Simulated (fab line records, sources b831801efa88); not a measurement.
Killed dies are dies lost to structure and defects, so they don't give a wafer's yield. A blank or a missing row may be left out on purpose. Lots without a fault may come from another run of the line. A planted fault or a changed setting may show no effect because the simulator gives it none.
fab line records | flow sky130
record lots=5 wafers=15 last_day=48
route steps=708 shown SD_P@321 RES_XHIGH@332 SD_N@342 SALICIDE@361 LI_CONTACT@362
lots that met no fault: from a run of the same line without faults
start_h: hours from the record's first day to the start of the lot's first wafer shown | wait_h: hours since the lot's step before | " the same as in the row above | L1.1+2: a row that stands for several wafers | - no value, or no start given | * or withheld: withheld | < > ~ a bound
route shown NAME@n: a module of which the file shows steps, and the number in the route of the first | usual: mean/standard deviation of fault-free wafers | same: alike in all rows | chamber/n: place in a boat | sites: the reading at each site | _std_site: their standard deviation | _edge_site: outer sites' mean less inner sites' | radius_mm: how far each site lies from the wafer's centre | mask NAME#n: copy n | behind: the tool/chamber that last shaped the wafer | hold: why the lot was held/for how many hours/how that ended | device: the transistor (n, p or np) that didn't switch | end of line: the same wafers' tests at the end of the route | a step without rows: its recipe alone | killed: dies lost to structure and defects at the first sort, not the wafer's yield | map: a wafer's dies, x killed, . not, _ none there
set.NAME: the setting as run; set.NAME@STEP: as run at that earlier step | model.NAME: the simulator's own value behind a step, which no gauge read
lots at some steps of the route; a table a step, a row a wafer
services: from which hour (start_h, from the record's first day; less than 0 if before it) a tool's chamber was out of use, for how many hours, and why
## steps
# step SKY_SD_P_HMDS_01
# recipe prime_time_s=60 prime_temp_c=120
# same prime_time_s=60
# columns lot.wafer tool chamber start_h wait_h
L076.2+3+6 litho_track-02 0 593.10 0.1
L080.2+4+6 litho_track-03 0 626.99 0.1
L083.3+4+5 litho_track-03 0 643.61 0.1
L085.1+2+6 litho_track-03 0 661.16 0.1
L088.1+2+3 litho_track-03 0 686.76 0.1
# step SKY_SD_P_COAT_02
# recipe resist=NOVOLAK spin_rpm=3000 resist_thk_nm=1140
# columns lot.wafer tool chamber start_h wait_h
L076.2+3+6 litho_track-02 0 593.25 0.1
L080.2+4+6 litho_track-03 0 627.14 0.1
L083.3+4+5 litho_track-03 0 643.76 0.1
L085.1+2+6 litho_track-03 0 661.31 0.1
L088.1+2+3 litho_track-03 0 686.91 0.1
# step SKY_SD_P_SOFTBAKE_03
# recipe temp_c=90 time_s=60 resist=NOVOLAK
# usual heater_power_total_W=56.60/0.046
# columns lot.wafer tool chamber start_h wait_h heater_power_total_W
L076.2 litho_track-02 0 593.40 0.1 56.59
L076.3 " 0 " " 56.52
L076.6 " 0 " " 56.62
L080.2 litho_track-03 0 627.29 0.1 56.55
L080.4 " 0 " " 56.61
L080.6 " 0 " " 56.65
L083.3 litho_track-03 0 643.91 0.1 56.66
L083.4 " 0 " " 56.54
L083.5 " 0 " " 56.60
L085.1 litho_track-03 0 661.46 0.1 56.71
L085.2 " 0 " " 56.51
L085.6 " 0 " " 56.57
L088.1 litho_track-03 0 687.06 0.1 56.64
L088.2 " 0 " " 56.57
L088.3 " 0 " " 56.49
# step SKY_SD_P_EXPOSE_04
# recipe mask_id=PSDM na=0.6 source_shape=conventional sigma_outer=0.6 polarization=unpolarized target_cd_nm=380 dose_mj=138
# columns lot.wafer tool chamber start_h wait_h mask
L076.2+3+6 iline_stepper-02 0 - - PSDM#0
L080.2+4+6 iline_stepper-02 0 - - PSDM#0
L083.3+4+5 iline_stepper-01 0 - - PSDM#0
L085.1+2+6 iline_stepper-02 0 - - PSDM#0
L088.1+2+3 iline_stepper-01 0 - - PSDM#0
# step SKY_SD_P_PEB_05
# recipe temp_c=withheld time_s=* resist=NOVOLAK
# columns lot.wafer tool chamber start_h wait_h
L076.2+3+6 litho_track-02 0 - -
L080.2+4+6 litho_track-02 0 - -
L083.3+4+5 litho_track-03 0 - -
L085.1+2+6 litho_track-01 0 - -
L088.1+2+3 litho_track-01 0 - -
# step SKY_SD_P_DEVELOP_06
# recipe resist=NOVOLAK developer=TMAH develop_time_s=60 dev_temp_c=23
# columns lot.wafer tool chamber start_h wait_h
L076.2+3+6 litho_track-02 0 608.25 0.1
L080.2+4+6 litho_track-02 0 641.85 0.1
L083.3+4+5 litho_track-03 0 658.26 0.1
L085.1+2+6 litho_track-01 0 675.50 0.1
L088.1+2+3 litho_track-01 0 700.90 0.1
# step SKY_SD_P_CD_MEAS_07
# recipe target_cd_nm=380
# usual cd_nm=380.0/2.8
# columns lot.wafer tool chamber start_h wait_h cd_nm
L076.2 cd_sem-02 - 608.40 0.1 381.0
L076.3 " - " " 380.7
L076.6 " - " " 382.2
L080.2 cd_sem-02 - 642.00 0.1 378.0
L080.4 " - " " 378.6
L080.6 " - " " 374.6
L083.3 cd_sem-01 - 658.40 0.1 381.3
L083.4 " - " " 382.0
L083.5 " - " " 382.4
L085.1 cd_sem-01 - 675.65 0.1 378.6
L085.2 " - " " 377.5
L085.6 " - " " 379.2
L088.1 cd_sem-01 - 701.05 0.1 384.2
L088.2 " - " " 385.2
L088.3 " - " " 384.7
# step SKY_SD_P_OVL_MEAS_08
# usual SD_P_OVL=-0.9/1.7
# columns lot.wafer tool chamber start_h wait_h SD_P_OVL[nm]
L076.2 overlay-01 - 608.50 0.1 0.5
L076.3 " - " " -0.6
L076.6 " - " " -0.3
L080.2 overlay-02 - 642.10 0.1 -1.9
L080.4 " - " " -2.5
L080.6 " - " " 0.1
L083.3 overlay-01 - 658.49 0.1 0.2
L083.4 " - " " -0.7
L083.5 " - " " 0.8
L085.1 overlay-02 - 675.77 0.1 -1.2
L085.2 " - " " -1.3
L085.6 " - " " -1.4
L088.1 overlay-01 - 701.17 0.1 -1.2
L088.2 " - " " -0.1
L088.3 " - " " -2.6
# step SKY_SD_P_IMPLANT_09
# recipe species=BF2 energy_kev=20 dose_cm2=3e+15 tilt_deg=0
# columns lot.wafer tool chamber start_h wait_h
L076.2+3+6 implanter-04 0 608.56 0.0
L080.2+4+6 implanter-01 0 642.16 0.0
L083.3+4+5 implanter-01 0 658.57 0.1
L085.1+2+6 implanter-04 0 675.80 0.0
L088.1+2+3 implanter-03 0 701.20 0.0
# step SKY_SD_P_STRIP_10
# recipe chemistry=O2/N2 power_w=1400 pressure_mtorr=1500 platen_temp_c=withheld o2_flow_sccm=3000 n2_flow_sccm=300 overash_fraction=0.5
# usual drypump_motor_current_A=5.53/0.22 oes_product_au=0.618/0.0043 strip_time_to_endpoint_s=17.50/0.042
# columns lot.wafer tool chamber start_h wait_h drypump_motor_current_A oes_product_au rf_hours_counter_h strip_time_to_endpoint_s
L076.2 plasma_asher-01 0 608.68 0.1 5.52 0.624 90 17.56
L076.3 " 0 " " 5.52 0.620 - 17.56
L076.6 " 1 " " 5.42 0.614 - 17.50
L080.2 plasma_asher-03 1 642.28 0.1 5.90 0.609 22 17.54
L080.4 " 0 " " 5.23 0.617 - 17.51
L080.6 " 0 " " 5.20 0.613 - 17.47
L083.3 plasma_asher-03 1 658.70 0.1 5.90 0.615 - 17.51
L083.4 " 0 " " 5.23 0.618 - 17.50
L083.5 " 0 " " 5.24 0.614 - 17.49
L085.1 plasma_asher-01 0 675.95 0.1 5.54 0.617 96 17.46
L085.2 " 1 " " 5.43 0.619 96 17.50
L085.6 " 1 " " 5.42 0.616 - 17.46
L088.1 plasma_asher-02 1 701.35 0.1 5.73 0.614 89 17.44
L088.2 " 0 " " 5.36 0.623 89 17.44
L088.3 " 1 " " 5.72 0.622 - 17.42
# step SKY_SD_P_TW_MEAS_11
# usual SD_P_TW=2814/26
# columns lot.wafer tool chamber start_h wait_h SD_P_TW
L076.2 film_metro-04 - 608.79 0.1 2777
L076.3 " - " " 2779
L076.6 " - " " 2777
L080.2 film_metro-04 - 642.39 0.1 2773
L080.4 " - " " 2774
L080.6 " - " " 2753
L083.3 film_metro-02 - 658.79 0.1 2828
L083.4 " - " " 2842
L083.5 " - " " 2841
L085.1 film_metro-04 - 676.05 0.1 2792
L085.2 " - " " 2783
L085.6 " - " " 2777
L088.1 film_metro-02 - 701.45 0.1 2814
L088.2 " - " " 2802
L088.3 " - " " 2804
# step SKY_RES_XHIGH_DEHYDRATE_00
# recipe temp_c=200 time_s=60
# usual heater_power_total_W=160.38/0.13
# columns lot.wafer tool chamber start_h wait_h heater_power_total_W
L076.2 litho_track-03 0 622.44 13.6 160.55
L076.3 " 0 " " 160.25
L076.6 " 0 " " 160.29
L080.2 litho_track-01 0 655.52 13.1 160.34
L080.4 " 0 " " 160.41
L080.6 " 0 " " 160.49
L083.3 litho_track-03 0 672.36 13.6 160.40
L083.4 " 0 " " 160.24
L083.5 " 0 " " 160.59
L085.1 litho_track-03 0 689.56 13.5 160.21
L085.2 " 0 " " 160.53
L085.6 " 0 " " 160.21
L088.1 litho_track-03 0 714.66 13.2 160.50
L088.2 " 0 " " 160.16
L088.3 " 0 " " 160.34
# step SKY_RES_XHIGH_HMDS_01
# recipe prime_time_s=60 prime_temp_c=120
# same prime_time_s=60
# columns lot.wafer tool chamber start_h wait_h
L076.2+3+6 litho_track-03 0 622.59 0.1
L080.2+4+6 litho_track-01 0 655.67 0.1
L083.3+4+5 litho_track-03 0 672.51 0.1
L085.1+2+6 litho_track-03 0 689.71 0.1
L088.1+2+3 litho_track-03 0 714.81 0.1
# step SKY_RES_XHIGH_COAT_02
# recipe resist=NOVOLAK spin_rpm=3000 resist_thk_nm=1140
# columns lot.wafer tool chamber start_h wait_h
L076.2+3+6 litho_track-03 0 622.74 0.1
L080.2+4+6 litho_track-01 0 655.82 0.1
L083.3+4+5 litho_track-03 0 672.66 0.1
L085.1+2+6 litho_track-03 0 689.86 0.1
L088.1+2+3 litho_track-03 0 714.96 0.1
# step SKY_RES_XHIGH_SOFTBAKE_03
# recipe temp_c=90 time_s=60 resist=NOVOLAK
# usual heater_power_total_W=56.60/0.042
# columns lot.wafer tool chamber start_h wait_h heater_power_total_W
L076.2 litho_track-03 0 622.89 0.1 56.64
L076.3 " 0 " " 56.58
L076.6 " 0 " " 56.58
L080.2 litho_track-01 0 655.97 0.1 56.63
L080.4 " 0 " " 56.63
L080.6 " 0 " " 56.61
L083.3 litho_track-03 0 672.81 0.1 56.65
L083.4 " 0 " " 56.57
L083.5 " 0 " " 56.55
L085.1 litho_track-03 0 690.01 0.1 56.58
L085.2 " 0 " " 56.54
L085.6 " 0 " " 56.55
L088.1 litho_track-03 0 715.11 0.1 56.64
L088.2 " 0 " " 56.58
L088.3 " 0 " " 56.55
# step SKY_RES_XHIGH_EXPOSE_04
# recipe mask_id=URPM na=0.6 source_shape=conventional sigma_outer=0.6 polarization=unpolarized target_cd_nm=1270 dose_mj=140
# columns lot.wafer tool chamber start_h wait_h mask
L076.2+3+6 iline_stepper-02 0 - - URPM#0
L080.2+4+6 iline_stepper-01 0 - - URPM#0
L083.3+4+5 iline_stepper-01 0 - - URPM#0
L085.1+2+6 iline_stepper-02 0 - - URPM#0
L088.1+2+3 iline_stepper-02 0 - - URPM#0
# step SKY_RES_XHIGH_PEB_05
# recipe temp_c=withheld time_s=* resist=NOVOLAK
# columns lot.wafer tool chamber start_h wait_h
L076.2+3+6 litho_track-01 0 - -
L080.2+4+6 litho_track-01 0 - -
L083.3+4+5 litho_track-03 0 - -
L085.1+2+6 litho_track-04 0 - -
L088.1+2+3 litho_track-01 0 - -
# step SKY_RES_XHIGH_DEVELOP_06
# recipe resist=NOVOLAK developer=TMAH develop_time_s=60 dev_temp_c=23
# columns lot.wafer tool chamber start_h wait_h
L076.2+3+6 litho_track-01 0 638.42 0.1
L080.2+4+6 litho_track-01 0 670.92 0.1
L083.3+4+5 litho_track-03 0 686.51 0.1
L085.1+2+6 litho_track-04 0 703.68 0.1
L088.1+2+3 litho_track-01 0 729.10 0.1
# step SKY_RES_XHIGH_IMPLANT_07
# recipe species=BF2 energy_kev=20 dose_cm2=3.6e+14 tilt_deg=0
# columns lot.wafer tool chamber start_h wait_h
L076.2+3+6 implanter-01 0 638.57 0.1
L080.2+4+6 implanter-04 0 671.07 0.1
L083.3+4+5 implanter-04 0 686.66 0.1
L085.1+2+6 implanter-01 0 703.83 0.1
L088.1+2+3 implanter-04 0 729.25 0.1
# step SKY_RES_XHIGH_STRIP_08
# recipe chemistry=O2/N2 power_w=1400 pressure_mtorr=1500 platen_temp_c=withheld o2_flow_sccm=3000 n2_flow_sccm=300 overash_fraction=0.5
# usual drypump_motor_current_A=5.68/0.3 oes_product_au=0.711/0.0042 strip_time_to_endpoint_s=14.26/0.045
# columns lot.wafer tool chamber start_h wait_h drypump_motor_current_A oes_product_au rf_hours_counter_h strip_time_to_endpoint_s
L076.2 plasma_asher-01 1 638.70 0.1 5.40 0.705 93 14.29
L076.3 " 0 " " 5.51 0.707 - 14.29
L076.6 " 1 " " 5.41 0.709 - 14.25
L080.2 plasma_asher-01 0 671.20 0.1 5.55 0.716 96 14.31
L080.4 " 0 " " 5.55 0.706 - 14.33
L080.6 " 0 " " 5.51 0.715 - 14.33
L083.3 plasma_asher-03 0 686.80 0.1 5.21 0.708 - 14.25
L083.4 " 1 " " 5.89 0.708 - 14.28
L083.5 " 0 " " 5.20 0.719 - 14.26
L085.1 plasma_asher-04 0 703.98 0.1 6.10 0.709 56 14.25
L085.2 " 1 " " 5.71 0.710 56 14.29
L085.6 " 1 " " 5.68 0.711 - 14.26
L088.1 plasma_asher-01 1 729.40 0.1 5.44 0.707 102 14.25
L088.2 " 0 " " 5.53 0.707 102 14.27
L088.3 " 0 " " 5.54 0.714 - 14.23
# step SKY_RES_XHIGH_TW_MEAS_09
# usual RES_XHIGH_TW=1624/17
# columns lot.wafer tool chamber start_h wait_h RES_XHIGH_TW
L076.2 film_metro-02 - 638.81 0.1 1645
L076.3 " - " " 1655
L076.6 " - " " 1643
L080.2 film_metro-04 - 671.31 0.1 1616
L080.4 " - " " 1627
L080.6 " - " " 1618
L083.3 film_metro-02 - 686.88 0.1 1640
L083.4 " - " " 1643
L083.5 " - " " 1655
L085.1 film_metro-02 - 704.08 0.1 1625
L085.2 " - " " 1639
L085.6 " - " " 1642
L088.1 film_metro-02 - 729.50 0.1 1648
L088.2 " - " " 1646
L088.3 " - " " 1639
# step SKY_SD_N_DEHYDRATE_00
# recipe temp_c=200 time_s=60
# usual heater_power_total_W=160.39/0.12
# columns lot.wafer tool chamber start_h wait_h heater_power_total_W
L076.2 litho_track-04 0 651.75 12.9 160.35
L076.3 " 0 " " 160.35
L076.6 " 0 " " 160.39
L080.2 litho_track-01 0 684.07 12.8 160.25
L080.4 " 0 " " 160.56
L080.6 " 0 " " 160.40
L083.3 litho_track-02 0 700.38 13.5 160.33
L083.4 " 0 " " 160.40
L083.5 " 0 " " 160.22
L085.1 litho_track-01 0 718.05 14.0 160.17
L085.2 " 0 " " 160.43
L085.6 " 0 " " 160.61
L088.1 litho_track-04 0 742.13 12.6 160.51
L088.2 " 0 " " 160.53
L088.3 " 0 " " 160.29
# step SKY_SD_N_HMDS_01
# recipe prime_time_s=60 prime_temp_c=120
# same prime_time_s=60
# columns lot.wafer tool chamber start_h wait_h
L076.2+3+6 litho_track-04 0 651.90 0.1
L080.2+4+6 litho_track-01 0 684.22 0.1
L083.3+4+5 litho_track-02 0 700.53 0.1
L085.1+2+6 litho_track-01 0 718.20 0.1
L088.1+2+3 litho_track-04 0 742.28 0.1
# step SKY_SD_N_COAT_02
# recipe resist=NOVOLAK spin_rpm=3000 resist_thk_nm=1140
# columns lot.wafer tool chamber start_h wait_h
L076.2+3+6 litho_track-04 0 652.05 0.1
L080.2+4+6 litho_track-01 0 684.37 0.1
L083.3+4+5 litho_track-02 0 700.68 0.1
L085.1+2+6 litho_track-01 0 718.35 0.1
L088.1+2+3 litho_track-04 0 742.43 0.1
# step SKY_SD_N_SOFTBAKE_03
# recipe temp_c=90 time_s=60 resist=NOVOLAK
# usual heater_power_total_W=56.60/0.046
# columns lot.wafer tool chamber start_h wait_h heater_power_total_W
L076.2 litho_track-04 0 652.20 0.1 56.62
L076.3 " 0 " " 56.64
L076.6 " 0 " " 56.64
L080.2 litho_track-01 0 684.52 0.1 56.61
L080.4 " 0 " " 56.60
L080.6 " 0 " " 56.56
L083.3 litho_track-02 0 700.83 0.1 56.69
L083.4 " 0 " " 56.57
L083.5 " 0 " " 56.56
L085.1 litho_track-01 0 718.50 0.1 56.58
L085.2 " 0 " " 56.57
L085.6 " 0 " " 56.63
L088.1 litho_track-04 0 742.58 0.1 56.51
L088.2 " 0 " " 56.66
L088.3 " 0 " " 56.58
# step SKY_SD_N_EXPOSE_04
# recipe mask_id=NSDM na=0.6 source_shape=conventional sigma_outer=0.6 polarization=unpolarized target_cd_nm=380 dose_mj=141
# columns lot.wafer tool chamber start_h wait_h mask
L076.2+3+6 iline_stepper-02 0 - - NSDM#0
L080.2+4+6 iline_stepper-02 0 - - NSDM#0
L083.3+4+5 iline_stepper-01 0 - - NSDM#0
L085.1+2+6 iline_stepper-02 0 - - NSDM#0
L088.1+2+3 iline_stepper-01 0 - - NSDM#0
# step SKY_SD_N_PEB_05
# recipe temp_c=withheld time_s=* resist=NOVOLAK
# columns lot.wafer tool chamber start_h wait_h
L076.2+3+6 litho_track-04 0 - -
L080.2+4+6 litho_track-04 0 - -
L083.3+4+5 litho_track-02 0 - -
L085.1+2+6 litho_track-04 0 - -
L088.1+2+3 litho_track-02 0 - -
# step SKY_SD_N_DEVELOP_06
# recipe resist=NOVOLAK developer=TMAH develop_time_s=60 dev_temp_c=23
# columns lot.wafer tool chamber start_h wait_h
L076.2+3+6 litho_track-04 0 666.85 0.1
L080.2+4+6 litho_track-04 0 699.25 0.1
L083.3+4+5 litho_track-02 0 714.28 0.1
L085.1+2+6 litho_track-04 0 732.23 0.1
L088.1+2+3 litho_track-02 0 756.38 0.1
# step SKY_SD_N_CD_MEAS_07
# recipe target_cd_nm=380
# usual cd_nm=380.0/2.4
# columns lot.wafer tool chamber start_h wait_h cd_nm
L076.2 cd_sem-02 - 667.00 0.1 373.6
L076.3 " - " " 375.8
L076.6 " - " " 376.7
L080.2 cd_sem-01 - 699.40 0.1 379.5
L080.4 " - " " 380.2
L080.6 " - " " 378.9
L083.3 cd_sem-02 - 714.42 0.1 376.6
L083.4 " - " " 379.9
L083.5 " - " " 379.2
L085.1 cd_sem-01 - 732.38 0.1 375.8
L085.2 " - " " 376.5
L085.6 " - " " 377.6
L088.1 cd_sem-01 - 756.53 0.1 374.0
L088.2 " - " " 376.9
L088.3 " - " " 375.1
# step SKY_SD_N_OVL_MEAS_08
# usual SD_N_OVL=-0.2/1.3
# columns lot.wafer tool chamber start_h wait_h SD_N_OVL[nm]
L076.2 overlay-02 - 667.10 0.1 -1.5
L076.3 " - " " 0.0
L076.6 " - " " -1.3
L080.2 overlay-01 - 699.50 0.1 -1.9
L080.4 " - " " -2.0
L080.6 " - " " -3.3
L083.3 overlay-02 - 714.51 0.1 0.2
L083.4 " - " " 0.3
L083.5 " - " " 1.5
L085.1 overlay-02 - 732.50 0.1 0.7
L085.2 " - " " 0.0
L085.6 " - " " 0.0
L088.1 overlay-01 - 756.65 0.1 -1.5
L088.2 " - " " -1.4
L088.3 " - " " -1.6
# step SKY_SD_N_IMPLANT_09
# recipe species=As energy_kev=50 dose_cm2=4e+15 tilt_deg=0
# columns lot.wafer tool chamber start_h wait_h
L076.2+3+6 implanter-04 0 667.16 0.0
L080.2+4+6 implanter-02 0 699.56 0.0
L083.3+4+5 implanter-03 0 714.59 0.1
L085.1+2+6 implanter-02 0 732.53 0.0
L088.1+2+3 implanter-03 0 756.69 0.0
# step SKY_SD_N_IMPLANT_10
# recipe species=P energy_kev=20 dose_cm2=1e+14 tilt_deg=0
# columns lot.wafer tool chamber start_h wait_h
L076.2+3+6 implanter-04 0 667.31 0.1
L080.2+4+6 implanter-02 0 699.71 0.1
L083.3+4+5 implanter-03 0 714.74 0.1
L085.1+2+6 implanter-02 0 732.68 0.1
L088.1+2+3 implanter-03 0 756.84 0.1
# step SKY_SD_N_STRIP_11
# recipe chemistry=O2/N2 power_w=1400 pressure_mtorr=1500 platen_temp_c=withheld o2_flow_sccm=3000 n2_flow_sccm=300 overash_fraction=0.5
# usual drypump_motor_current_A=5.7/0.32 oes_product_au=0.527/0.0041 strip_time_to_endpoint_s=22.54/0.036
# columns lot.wafer tool chamber start_h wait_h drypump_motor_current_A oes_product_au rf_hours_counter_h strip_time_to_endpoint_s
L076.2 plasma_asher-03 0 667.43 0.1 5.2 0.532 24 22.50
L076.3 " 0 " " 5.2 0.524 - 22.48
L076.6 " 1 " " 5.9 0.521 - 22.46
L080.2 plasma_asher-04 0 699.83 0.1 6.1 0.527 55 22.60
L080.4 " 1 " " 5.7 0.524 - 22.60
L080.6 " 0 " " 6.1 0.527 - 22.59
L083.3 plasma_asher-04 0 714.87 0.1 6.1 0.527 - 22.56
L083.4 " 1 " " 5.7 0.525 - 22.57
L083.5 " 0 " " 6.1 0.524 - 22.54
L085.1 plasma_asher-04 0 732.83 0.1 6.1 0.525 59 22.51
L085.2 " 1 " " 5.7 0.520 59 22.54
L085.6 " 0 " " 6.1 0.524 - 22.54
L088.1 plasma_asher-02 0 757.03 0.2 5.4 0.527 95 22.54
L088.2 " 1 " " 5.7 0.524 95 22.49
L088.3 " 1 " " 5.7 0.525 - 22.49
# step SKY_SD_N_TW_MEAS_12
# usual SD_N_TW=3953/40
# columns lot.wafer tool chamber start_h wait_h SD_N_TW
L076.2 film_metro-04 - 667.54 0.1 3944
L076.3 " - " " 3962
L076.6 " - " " 3957
L080.2 film_metro-02 - 699.94 0.1 3966
L080.4 " - " " 3972
L080.6 " - " " 3941
L083.3 film_metro-04 - 714.96 0.1 3913
L083.4 " - " " 3910
L083.5 " - " " 3850
L085.1 film_metro-03 - 732.93 0.1 3969
L085.2 " - " " 3971
L085.6 " - " " 3956
L088.1 film_metro-03 - 757.13 0.1 3999
L088.2 " - " " 3966
L088.3 " - " " 3987
# step SKY_SD_N_CLEAN_13
# recipe chemistry=SC1/SC2 mix=1:4:20 temp_c=70 time_s=150 dry=n2_spin
# columns lot.wafer tool chamber start_h wait_h
L076.2+3+6 wet_bench-02 1 667.59 0.0
L080.2+4+6 wet_bench-02 1 699.99 0.0
L083.3+4+5 wet_bench-03 3 715.00 0.0
L085.1+2+6 wet_bench-01 0 732.99 0.1
L088.1+2+3 wet_bench-01 2 757.19 0.1
# step SKY_SD_N_RTA_14
# recipe temp_c=1075 time_s=2 idle_temp_c=650 ramp_up_c_per_s=150 ramp_down_c_per_s=90 ambient=N2
# usual lamp_power_pct=15.74/0.053 wafer_temp_C_max=1078.0/1.3
# columns lot.wafer tool chamber start_h wait_h lamp_power_pct wafer_temp_C_max
L076.2 rtp_anneal-02 0 667.65 0.0 15.76 1077.5
L076.3 " 0 " " 15.70 1078.0
L076.6 " 0 " " 15.68 1078.6
L080.2 rtp_anneal-02 0 700.10 0.0 15.79 1079.1
L080.4 " 0 " " 15.79 1078.3
L080.6 " 0 " " 15.71 1079.0
L083.3 rtp_anneal-01 0 715.07 0.0 15.81 1078.4
L083.4 " 0 " " 15.74 1078.2
L083.5 " 0 " " 15.79 1078.9
L085.1 rtp_anneal-01 0 733.05 0.0 15.73 1078.7
L085.2 " 0 " " 15.77 1078.6
L085.6 " 0 " " 15.69 1078.4
L088.1 rtp_anneal-02 0 757.25 0.0 15.82 1076.9
L088.2 " 0 " " 15.66 1078.9
L088.3 " 0 " " 15.68 1078.1
# step SKY_SD_N_RS_MEAS_16
# recipe thk_meas_gauge=four-point-probe
# usual SD_N_RS=68.55/0.12
# columns lot.wafer tool chamber start_h wait_h SD_N_RS[ohm/sq]
L076.2 film_metro-02 - 667.84 0.1 68.40
L076.3 " - " " 68.31
L076.6 " - " " 68.42
L080.2 film_metro-03 - 700.29 0.1 68.60
L080.4 " - " " 68.48
L080.6 " - " " 68.44
L083.3 film_metro-03 - 715.26 0.1 68.59
L083.4 " - " " 68.68
L083.5 " - " " 68.72
L085.1 film_metro-02 - 733.22 0.1 68.43
L085.2 " - " " 68.44
L085.6 " - " " 68.42
L088.1 film_metro-03 - 757.47 0.1 68.57
L088.2 " - " " 68.66
L088.3 " - " " 68.66
# step SKY_SD_N_RS_MEAS_17
# recipe thk_meas_gauge=four-point-probe
# usual SD_P_RS=147.1/0.38
# columns lot.wafer tool chamber start_h wait_h SD_P_RS[ohm/sq]
L076.2 film_metro-02 - 667.96 0.1 147.6
L076.3 " - " " 146.9
L076.6 " - " " 147.6
L080.2 film_metro-03 - 700.41 0.1 146.8
L080.4 " - " " 147.0
L080.6 " - " " 146.8
L083.3 film_metro-03 - 715.38 0.1 147.5
L083.4 " - " " 147.3
L083.5 " - " " 147.1
L085.1 film_metro-02 - 733.34 0.1 146.7
L085.2 " - " " 147.3
L085.6 " - " " 146.8
L088.1 film_metro-03 - 757.59 0.1 147.0
L088.2 " - " " 147.6
L088.3 " - " " 147.1
# step SKY_SD_N_RS_MEAS_18
# recipe thk_meas_gauge=four-point-probe
# usual RES_XHIGH_RS=333.1/1.3
# columns lot.wafer tool chamber start_h wait_h RES_XHIGH_RS[ohm/sq]
L076.2 film_metro-02 - 668.08 0.1 330.8
L076.3 " - " " 331.7
L076.6 " - " " 330.5
L080.2 film_metro-03 - 700.53 0.1 334.3
L080.4 " - " " 333.5
L080.6 " - " " 333.4
L083.3 film_metro-03 - 715.50 0.1 333.1
L083.4 " - " " 331.6
L083.5 " - " " 330.2
L085.1 film_metro-02 - 733.46 0.1 333.5
L085.2 " - " " 333.5
L085.6 " - " " 332.8
L088.1 film_metro-03 - 757.71 0.1 332.9
L088.2 " - " " 331.7
L088.3 " - " " 332.6
# step SKY_SALICIDE_CLEAN_00
# recipe chemistry=HF-last time_s=30 dilution=100:1 dry=ipa_marangoni
# columns lot.wafer tool chamber start_h wait_h
L076.2+3+6 wet_bench-01 1 668.18 0.1
L080.2+4+6 wet_bench-04 1 700.63 0.1
L083.3+4+5 wet_bench-02 2 715.58 0.1
L085.1+2+6 wet_bench-02 3 733.58 0.1
L088.1+2+3 wet_bench-01 1 757.83 0.1
# step SKY_LI_CONTACT_HDPCVD_00
# recipe material=PSG target_thk_nm=930 sigma_open_frac=0.3 time_s=155 temp_c=600 sih4_flow_sccm=60 pressure_mtorr=6
# columns lot.wafer tool chamber start_h wait_h
L076.2+3+6 hdpcvd-02 2,1,0 668.19 0.0
L080.2+4+6 hdpcvd-02 1,1,0 700.64 0.0
L083.3+4+5 hdpcvd-02 1,2,0 715.62 0.0
L085.1+2+6 hdpcvd-01 0,1,2 733.60 0.0
L088.1+2+3 hdpcvd-02 1,0,2 757.85 0.0
# step SKY_LI_CONTACT_THK_MEAS_01
# recipe reads=PSG_of_LI_CONTACT_HDPCVD_00
# usual LI_CONTACT_HDPCVD_THK=931/10
# columns lot.wafer tool chamber start_h wait_h LI_CONTACT_HDPCVD_THK[nm]
L076.2 film_metro-02 - 668.31 0.1 930
L076.3 " - " " 931
L076.6 " - " " 927
L080.2 film_metro-02 - 700.76 0.1 926
L080.4 " - " " 933
L080.6 " - " " 921
L083.3 film_metro-03 - 715.74 0.1 924
L083.4 " - " " 929
L083.5 " - " " 923
L085.1 film_metro-03 - 733.70 0.1 933
L085.2 " - " " 932
L085.6 " - " " 942
L088.1 film_metro-04 - 757.95 0.1 934
L088.2 " - " " 925
L088.3 " - " " 934
# step SKY_LI_CONTACT_CMP_02
# recipe material=PSG down_force_psi=4 platen_rpm=60 pad_velocity_m_s=0.94248
# usual motor_current_A=11.6/0.79 platen_rpm=59.99/0.04 slurry_filter_dp_kPa=13.48/0.13 time_to_endpoint_s=34/3.3
# columns lot.wafer tool chamber start_h wait_h motor_current_A platen_rpm slurry_filter_dp_kPa time_to_endpoint_s
L076.2 cmp-01 3 668.41 0.1 10.0 60.01 13.66 29
L076.3 " 0 " " 11.5 59.98 13.46 27
L076.6 " 2 " " 11.7 59.92 13.41 33
L080.4 cmp-01 0 700.91 0.1 11.4 60.01 13.48 26
L080.2 " 1 " " 12.8 60.01 13.68 30
L080.6 " 2 " " 11.6 60.02 13.48 31
L083.3 cmp-01 0 715.78 0.0 11.4 60.05 13.48 24
L083.4 " 1 " " 13.4 59.99 13.46 32
L083.5 " 1 " " 13.0 59.92 13.28 31
L085.1 cmp-02 2 733.81 0.1 11.3 60.04 13.64 33
L085.2 " 0 " " 10.8 59.99 13.33 30
L085.6 " 2 " " 11.9 60.04 13.71 36
L088.3 cmp-02 1 758.06 0.1 11.4 60.01 13.47 34
L088.2 " 2 " " 11.6 59.96 13.38 35
L088.1 " 3 " " 12.2 60.06 13.52 33
# step SKY_LI_CONTACT_BOW_MEAS_03
# recipe mode=bow
# usual LI_CONTACT_BOW=54/7
# columns lot.wafer tool chamber start_h wait_h LI_CONTACT_BOW[um]
L076.2 film_metro-04 - 668.68 0.2 45
L076.3 " - " " 56
L076.6 " - " " 53
L080.2 film_metro-02 - 701.13 0.1 50
L080.4 " - " " 65
L080.6 " - " " 49
L083.3 film_metro-02 - 716.12 0.3 50
L083.4 " - " " 57
L083.5 " - " " 48
L085.1 film_metro-02 - 734.06 0.2 61
L085.2 " - " " 53
L085.6 " - " " 59
L088.1 film_metro-02 - 758.31 0.1 57
L088.2 " - " " 63
L088.3 " - " " 52
## services
# columns tool chamber start_h hours kind
iline_stepper-02 - 575.62 1.7 pm
implanter-02 - 591.23 4.8 repair
cmp-01 - 598.65 6.3 pm
iline_stepper-02 - 613.02 4.4 pm
iline_stepper-01 - 617.62 10.2 repair
implanter-01 - 618.53 6.6 repair
cmp-01 - 619.39 1.3 repair
hdpcvd-02 2 624.98 6.5 repair
cmp-01 - 626.45 0.9 repair
implanter-04 - 627.54 4.9 pm
cmp-01 - 646.55 0.3 repair
implanter-02 - 654.54 7.2 pm
cmp-01 - 660.35 3.9 pm
implanter-01 - 660.74 3.7 repair
hdpcvd-02 - 673.75 2.8 pm
implanter-04 - 681.05 2.4 pm
plasma_asher-03 - 700.71 2.8 pm
plasma_asher-03 - 706.02 11.1 repair
wet_bench-01 - 708.58 3.4 repair
iline_stepper-01 - 709.45 1.7 pm
implanter-02 - 733.54 43.5 pm
plasma_asher-01 - 733.75 9.0 pm
iline_stepper-02 - 741.91 5.5 repair
plasma_asher-03 - 754.58 12.2 pm
## key
fault none
